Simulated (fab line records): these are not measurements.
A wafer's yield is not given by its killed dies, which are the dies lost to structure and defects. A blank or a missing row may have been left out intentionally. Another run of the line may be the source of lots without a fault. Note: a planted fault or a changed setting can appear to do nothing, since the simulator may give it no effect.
Which tool was responsible? -- flow sky130 -- 12 lots, 36 wafers sampled, at 4 steps of a route of 708

== WHAT THE GAUGES SHOWED, per wafer ==
SKY_VT_ADJUST_PCH_TW_MEAS_10. Usual: VT_ADJUST_PCH_TW 143.2, standard deviation 1.1.
lot,measured,on,VT_ADJUST_PCH_TW,flag
L255,day 10 10:18,film-metro-01,143.4 143.1 143.0,
L256,day 10 19:40,film-metro-03,145.2 144.9 144.8,
L257,day 11 01:32,film-metro-02,143.1 143.2 142.9,
L261,day 12 12:54,film-metro-01,152.8 153.1 153.2,OFF
L263,day 13 18:51,film-metro-03,156.5 155.6 156.5,OFF
L266,day 14 07:34,film-metro-01,142.4 141.8 142.8,
L270,day 15 11:06,film-metro-03,144.4 144.4 144.8,
L272,day 16 07:37,film-metro-03,144.7 143.8 144.1,
L273,day 16 14:33,film-metro-03,144.5 144.6 144.2,
L274,day 16 15:31,film-metro-01,142.1 142.1 142.1,
L276,day 17 08:48,film-metro-03,143.9 144.1 143.8,
L277,day 17 18:19,film-metro-01,142.0 142.4 142.3,

SKY_SD_N_RS_MEAS_16: the measuring method here is four-point-probe. Usual: SD_N_RS 68.52 ohm/sq, standard deviation 0.12.
lot,measured,on,SD_N_RS (ohm/sq),flag
L255,day 27 18:36,film-metro-02,68.64 68.52 68.56,
L256,day 28 06:45,film-metro-03,68.47 68.44 68.49,
L257,day 28 14:32,film-metro-03,68.55 68.57 68.23,
L261,day 30 06:31,film-metro-02,68.84 68.67 68.49,
L263,day 31 22:57,film-metro-02,68.51 68.58 68.82,
L266,day 32 06:16,film-metro-02,68.57 68.63 68.48,
L270,day 33 07:18,film-metro-03,68.53 68.56 68.36,
L272,day 34 06:34,film-metro-02,68.60 68.39 68.54,
L273,day 34 07:44,film-metro-01,68.50 68.46 68.39,
L274,day 34 09:11,film-metro-01,68.42 68.42 68.53,
L276,day 35 01:11,film-metro-02,68.49 68.72 68.52,
L277,day 35 11:01,film-metro-01,68.57 68.51 68.43,

SKY_VIA1_CD_MEAS_12: target cd 150 nm. Usual: cd-nm 150.0 nm, standard deviation 1.5.
lot,measured,on,cd-nm (nm),flag
L255,day 33 21:45,cd-sem-01,152.3 153.6 151.6,
L256,day 34 09:27,cd-sem-02,149.5 148.2 147.2,
L257,day 34 16:24,cd-sem-02,148.0 150.1 150.3,
L261,day 36 06:03,cd-sem-01,150.0 149.0 150.1,
L263,day 37 20:00,cd-sem-01,150.7 150.3 149.2,
L266,day 38 03:59,cd-sem-01,148.5 149.5 150.0,
L270,day 39 02:06,cd-sem-01,150.9 148.9 150.8,
L272,day 39 23:20,cd-sem-01,150.1 149.8 152.3,
L273,day 40 00:01,cd-sem-01,150.5 151.4 148.3,
L274,day 40 00:42,cd-sem-01,152.8 153.7 153.1,
L276,day 40 16:53,cd-sem-01,150.9 150.9 150.8,
L277,day 41 01:21,cd-sem-01,149.6 150.4 149.0,

== EACH LOT AND THE TOOL THAT RAN IT (in order: tool; ch and the chambers of the sampled wafers; start) ==
lot,SKY_VT_ADJUST_PCH_IMPLANT_08
L255,"implanter-02 ch 0, day 10 10:03"
L256,"implanter-01 ch 0, day 10 19:27"
L257,"implanter-02 ch 0, day 11 01:17"
L261,"implanter-02 ch 0, day 12 12:39"
L263,"implanter-02 ch 0, day 13 18:36"
L266,"implanter-03 ch 0, day 14 07:19"
L270,"implanter-03 ch 0, day 15 10:51"
L272,"implanter-02 ch 0, day 16 07:22"
L273,"implanter-03 ch 0, day 16 14:18"
L274,"implanter-03 ch 0, day 16 15:18"
L276,"implanter-02 ch 0, day 17 08:33"
L277,"implanter-03 ch 0, day 17 18:04"
- SKY_VT_ADJUST_PCH_IMPLANT_08

== AS READ BY THE TOOLS THEMSELVES (means over the sampled wafers that have a number; for cases with no such wafer, the mark the record gives instead) ==
SKY_VT_ADJUST_PCH_IMPLANT_08. Usual: dose-ions-cm2 4.999e+11, standard deviation 5.7e+08; faraday-current-uA 2.82, standard deviation 0.064.
lot,tool,dose-ions-cm2,faraday-current-uA,flag
L255,implanter-02,4.996e+11,2.78,
L256,implanter-01,4.995e+11,2.88,
L257,implanter-02,4.989e+11,2.82,
L261,implanter-02,6.622e+11,3.66,OFF
L263,implanter-02,6.622e+11,3.70,OFF
L266,implanter-03,4.997e+11,2.86,
L270,implanter-03,4.998e+11,2.80,
L272,implanter-02,4.999e+11,2.81,
L273,implanter-03,4.999e+11,2.73,
L274,implanter-03,4.992e+11,2.85,
L276,implanter-02,4.999e+11,2.83,
L277,implanter-03,5.002e+11,2.81,

== THE ANSWER, worked out from the rows above alone ==
Rule: lot off if the mean of its wafers having a number is beyond 3 standard deviations from the usual mean. Also off: a lot with no number at a reading for which 4 or more lots have one. All remaining lots with rows at the step are treated as sound. After the gauges, taken in route order, come the tools' own readings; for these a lot's mean is taken, as printed above. At the first step where some lot is off, the reading lying furthest off is the one used; lots without a number count as furthest.
Off: L261, L263, seen at SKY_VT_ADJUST_PCH_TW_MEAS_10 (VT_ADJUST_PCH_TW).
A tool fits if, at a process step before that reading, it ran every lot that is off, and no sound lot after the first of them. Not tried: the gauges at SKY_VT_ADJUST_PCH_TW_MEAS_10; whatever is off there is also off at SKY_VT_ADJUST_PCH_IMPLANT_08, on other tools, and gauge error can't account for it. Of those tried, none fits.

== WHAT THE SIMULATOR PUT IN ==
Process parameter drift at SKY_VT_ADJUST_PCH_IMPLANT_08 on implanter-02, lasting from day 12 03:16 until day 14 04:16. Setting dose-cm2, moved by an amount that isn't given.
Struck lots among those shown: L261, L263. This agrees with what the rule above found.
